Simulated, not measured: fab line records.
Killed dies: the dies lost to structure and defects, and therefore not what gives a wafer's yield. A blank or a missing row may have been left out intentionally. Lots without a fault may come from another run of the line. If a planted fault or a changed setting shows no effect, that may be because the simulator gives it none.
Which tool is to blame? / flow sky130 / 13 lots, 39 wafers sampled, at 5 steps of a route of 708

== WHAT THE GAUGES READ, wafer by wafer ==
SKY_LDD_N_OVL_MEAS_07. Usual: LDD_N_OVL gives 0.5 nm (standard deviation 1.6).
lot=L185; measured=day 17 15:37; on=overlay-02; LDD_N_OVL (nm)=1.0 -0.2 0.0; flag=
lot=L186; measured=day 18 04:10; on=overlay-01; LDD_N_OVL (nm)=-1.8 -0.8 1.2; flag=
lot=L187; measured=day 18 04:13; on=overlay-01; LDD_N_OVL (nm)=0.7 -0.5 1.3; flag=
lot=L189; measured=day 19 02:12; on=overlay-01; LDD_N_OVL (nm)=-2.6 -1.1 -1.0; flag=
lot=L191; measured=day 20 02:21; on=overlay-01; LDD_N_OVL (nm)=0.1 0.0 0.0; flag=
lot=L192; measured=day 20 08:01; on=overlay-01; LDD_N_OVL (nm)=2.2 1.9 1.1; flag=
lot=L194; measured=day 21 03:30; on=overlay-01; LDD_N_OVL (nm)=1.0 1.2 1.8; flag=
lot=L198; measured=day 22 15:13; on=overlay-01; LDD_N_OVL (nm)=3.0 2.5 1.7; flag=
lot=L200; measured=day 23 09:11; on=overlay-01; LDD_N_OVL (nm)=0.3 0.2 0.4; flag=
lot=L201; measured=day 23 18:45; on=overlay-01; LDD_N_OVL (nm)=1.1 0.5 -0.3; flag=
lot=L205; measured=day 25 03:19; on=overlay-01; LDD_N_OVL (nm)=0.1 1.4 0.5; flag=
lot=L207; measured=day 25 19:09; on=overlay-01; LDD_N_OVL (nm)=3.0 3.5 4.1; flag=
lot=L208; measured=day 25 23:13; on=overlay-01; LDD_N_OVL (nm)=-0.7 -1.6 -1.7; flag=

SKY_LDD_LDN_TW_MEAS_13. Usual: LDD_LDN_TW gives 1478 (standard deviation 15).
lot=L185; measured=day 22 20:17; on=filmMetro-04; LDD_LDN_TW=1456 1451 1459; flag=
lot=L186; measured=day 23 10:02; on=filmMetro-02; LDD_LDN_TW=1496 1501 1490; flag=
lot=L187; measured=day 23 10:15; on=filmMetro-04; LDD_LDN_TW=1469 1456 1466; flag=
lot=L189; measured=day 24 06:28; on=filmMetro-01; LDD_LDN_TW=1492 1491 1490; flag=
lot=L191; measured=day 25 06:57; on=filmMetro-04; LDD_LDN_TW=1564 1564 1568 1574 1559 1567; flag=OFF
lot=L192; measured=day 25 11:25; on=filmMetro-02; LDD_LDN_TW=1498 1489 1487; flag=
lot=L194; measured=day 26 05:28; on=filmMetro-02; LDD_LDN_TW=1499 1497 1491; flag=
lot=L198; measured=day 27 15:19; on=filmMetro-02; LDD_LDN_TW=1594 1589 1582 1585 1588 1583; flag=OFF
lot=L200; measured=day 28 09:44; on=filmMetro-04; LDD_LDN_TW=1467 1473 1471; flag=
lot=L201; measured=day 28 16:52; on=filmMetro-04; LDD_LDN_TW=1464 1474 1468; flag=
lot=L205; measured=day 29 22:47; on=filmMetro-01; LDD_LDN_TW=1488 1496 1491; flag=
lot=L207; measured=day 30 14:25; on=filmMetro-04; LDD_LDN_TW=1463 1464 1462; flag=
lot=L208; measured=day 30 18:57; on=filmMetro-01; LDD_LDN_TW=1497 1491 1509; flag=

SKY_SPACER_THK_MEAS_01. Usual: SPACER_CVD_00_THK gives 43.0 nm (standard deviation 0.51).
lot=L185; measured=day 22 21:53; on=filmMetro-01; SPACER_CVD_00_THK (nm)=43.2 43.2 43.0; flag=
lot=L186; measured=day 23 12:34; on=filmMetro-01; SPACER_CVD_00_THK (nm)=42.6 42.6 42.8; flag=
lot=L187; measured=day 23 12:34; on=filmMetro-03; SPACER_CVD_00_THK (nm)=42.9 43.4 42.6; flag=
lot=L189; measured=day 24 08:23; on=filmMetro-02; SPACER_CVD_00_THK (nm)=42.6 42.8 42.6; flag=
lot=L191; measured=day 25 16:09; on=filmMetro-01; SPACER_CVD_00_THK (nm)=43.0 42.9 43.1; flag=
lot=L192; measured=day 25 16:10; on=filmMetro-02; SPACER_CVD_00_THK (nm)=42.3 42.5 42.7; flag=
lot=L194; measured=day 26 09:47; on=filmMetro-03; SPACER_CVD_00_THK (nm)=42.4 42.4 42.5; flag=
lot=L198; measured=day 27 19:57; on=filmMetro-02; SPACER_CVD_00_THK (nm)=43.7 43.6 43.9; flag=
lot=L200; measured=day 28 11:04; on=filmMetro-02; SPACER_CVD_00_THK (nm)=43.6 43.5 43.6; flag=
lot=L201; measured=day 28 18:10; on=filmMetro-03; SPACER_CVD_00_THK (nm)=42.7 43.0 42.8; flag=
lot=L205; measured=day 30 00:52; on=filmMetro-02; SPACER_CVD_00_THK (nm)=43.1 43.1 42.9; flag=
lot=L207; measured=day 30 15:43; on=filmMetro-02; SPACER_CVD_00_THK (nm)=43.7 43.4 43.6; flag=
lot=L208; measured=day 30 20:34; on=filmMetro-02; SPACER_CVD_00_THK (nm)=43.0 43.0 42.9; flag=

== TOOL THAT RAN EACH LOT (tool first, then ch and the chambers of the sampled wafers, then the start) ==
lot=L185; SKY_LDD_HVP_STRIP_09=plasmaAsher-01 ch 0,1, day 21 13:29; SKY_LDD_LDN_IMPLANT_08=implanter-02 ch 0, day 22 19:38
lot=L186; SKY_LDD_HVP_STRIP_09=plasmaAsher-01 ch 0,1, day 22 02:03; SKY_LDD_LDN_IMPLANT_08=implanter-03 ch 0, day 23 09:20
lot=L187; SKY_LDD_HVP_STRIP_09=plasmaAsher-01 ch 0,1, day 22 02:25; SKY_LDD_LDN_IMPLANT_08=implanter-01 ch 0, day 23 09:33
lot=L189; SKY_LDD_HVP_STRIP_09=plasmaAsher-03 ch 0, day 22 23:34; SKY_LDD_LDN_IMPLANT_08=implanter-02 ch 0, day 24 05:47
lot=L191; SKY_LDD_HVP_STRIP_09=plasmaAsher-01 ch 0,1, day 24 00:12; SKY_LDD_LDN_IMPLANT_08=implanter-03 ch 0, day 25 05:56
lot=L192; SKY_LDD_HVP_STRIP_09=plasmaAsher-02 ch 0,1, day 24 05:12; SKY_LDD_LDN_IMPLANT_08=implanter-01 ch 0, day 25 10:44
lot=L194; SKY_LDD_HVP_STRIP_09=plasmaAsher-03 ch 0,1, day 24 23:39; SKY_LDD_LDN_IMPLANT_08=implanter-02 ch 0, day 26 04:46
lot=L198; SKY_LDD_HVP_STRIP_09=plasmaAsher-02 ch 0,1, day 26 09:25; SKY_LDD_LDN_IMPLANT_08=implanter-02 ch 0, day 27 14:18
lot=L200; SKY_LDD_HVP_STRIP_09=plasmaAsher-02 ch 1, day 27 04:33; SKY_LDD_LDN_IMPLANT_08=implanter-01 ch 0, day 28 09:04
lot=L201; SKY_LDD_HVP_STRIP_09=plasmaAsher-01 ch 0,1, day 27 11:40; SKY_LDD_LDN_IMPLANT_08=implanter-01 ch 0, day 28 16:10
lot=L205; SKY_LDD_HVP_STRIP_09=plasmaAsher-03 ch 0,1, day 28 18:37; SKY_LDD_LDN_IMPLANT_08=implanter-03 ch 0, day 29 22:05
lot=L207; SKY_LDD_HVP_STRIP_09=plasmaAsher-01 ch 0,1, day 29 09:43; SKY_LDD_LDN_IMPLANT_08=implanter-02 ch 0, day 30 13:43
lot=L208; SKY_LDD_HVP_STRIP_09=plasmaAsher-03 ch 0,1, day 29 14:33; SKY_LDD_LDN_IMPLANT_08=implanter-03 ch 0, day 30 18:15
- SKY_LDD_HVP_STRIP_09: strips in O2/N2.
- SKY_LDD_LDN_IMPLANT_08

== AS READ BY THE TOOLS THEMSELVES (means over the sampled wafers that have a number; for cases with no such wafer, the mark the record gives instead) ==
SKY_LDD_HVP_STRIP_09. Usual: drypumpMotorCurrentA 6.1 A, standard deviation 0.48; n2FlowSccm 299.9 sccm, standard deviation 0.88; oesProductAu 0.408 a.u., standard deviation 0.0047; stripTimeToEndpointS 4.135 s, standard deviation 0.015.
lot=L185; tool=plasmaAsher-01; drypumpMotorCurrentA (A)=6.2; n2FlowSccm (sccm)=299.2; oesProductAu (a.u.)=0.404; stripTimeToEndpointS (s)=4.124; flag=
lot=L186; tool=plasmaAsher-01; drypumpMotorCurrentA (A)=6.2; n2FlowSccm (sccm)=299.9; oesProductAu (a.u.)=0.414; stripTimeToEndpointS (s)=4.136; flag=
lot=L187; tool=plasmaAsher-01; drypumpMotorCurrentA (A)=6.2; n2FlowSccm (sccm)=300.0; oesProductAu (a.u.)=0.410; stripTimeToEndpointS (s)=4.132; flag=
lot=L189; tool=plasmaAsher-03; drypumpMotorCurrentA (A)=6.7; n2FlowSccm (sccm)=300.4; oesProductAu (a.u.)=0.411; stripTimeToEndpointS (s)=4.133; flag=
lot=L191; tool=plasmaAsher-01; drypumpMotorCurrentA (A)=6.4; n2FlowSccm (sccm)=300.6; oesProductAu (a.u.)=0.410; stripTimeToEndpointS (s)=4.119; flag=
lot=L192; tool=plasmaAsher-02; drypumpMotorCurrentA (A)=5.5; n2FlowSccm (sccm)=300.1; oesProductAu (a.u.)=0.406; stripTimeToEndpointS (s)=4.163; flag=
lot=L194; tool=plasmaAsher-03; drypumpMotorCurrentA (A)=6.4; n2FlowSccm (sccm)=301.7; oesProductAu (a.u.)=0.406; stripTimeToEndpointS (s)=4.138; flag=
lot=L198; tool=plasmaAsher-02; drypumpMotorCurrentA (A)=5.5; n2FlowSccm (sccm)=300.1; oesProductAu (a.u.)=0.406; stripTimeToEndpointS (s)=4.135; flag=
lot=L200; tool=plasmaAsher-02; drypumpMotorCurrentA (A)=5.4; n2FlowSccm (sccm)=300.0; oesProductAu (a.u.)=0.410; stripTimeToEndpointS (s)=4.137; flag=
lot=L201; tool=plasmaAsher-01; drypumpMotorCurrentA (A)=6.2; n2FlowSccm (sccm)=300.2; oesProductAu (a.u.)=0.408; stripTimeToEndpointS (s)=4.146; flag=
lot=L205; tool=plasmaAsher-03; drypumpMotorCurrentA (A)=6.5; n2FlowSccm (sccm)=299.3; oesProductAu (a.u.)=0.406; stripTimeToEndpointS (s)=4.137; flag=
lot=L207; tool=plasmaAsher-01; drypumpMotorCurrentA (A)=6.4; n2FlowSccm (sccm)=300.6; oesProductAu (a.u.)=0.412; stripTimeToEndpointS (s)=4.144; flag=
lot=L208; tool=plasmaAsher-03; drypumpMotorCurrentA (A)=6.4; n2FlowSccm (sccm)=299.0; oesProductAu (a.u.)=0.406; stripTimeToEndpointS (s)=4.142; flag=

== THE ANSWER, worked out from the rows above alone ==
Rule: a lot is off if the mean of its wafers that have a number lies more than 3 standard deviations from the usual mean. A lot without any number at a reading at which 4 lots or more have one is off too. Any other lot the step has rows for is counted as sound. First the gauges in route order, then the tools' own readings, where a lot's mean is used as printed above. The first step at which some lot is off is used, and at that step the reading that is off furthest; a lot without a number counts as furthest.
Off: at SKY_LDD_LDN_TW_MEAS_13 (LDD_LDN_TW), L191, L198.
A tool fits if, at a process step before that reading, it ran every lot that is off, and no sound lot after the first of them. The gauges at SKY_LDD_LDN_TW_MEAS_13 are tried like those tools. Not one of the candidates tried fits.

== WHAT THE SIMULATOR HAD PUT IN ==
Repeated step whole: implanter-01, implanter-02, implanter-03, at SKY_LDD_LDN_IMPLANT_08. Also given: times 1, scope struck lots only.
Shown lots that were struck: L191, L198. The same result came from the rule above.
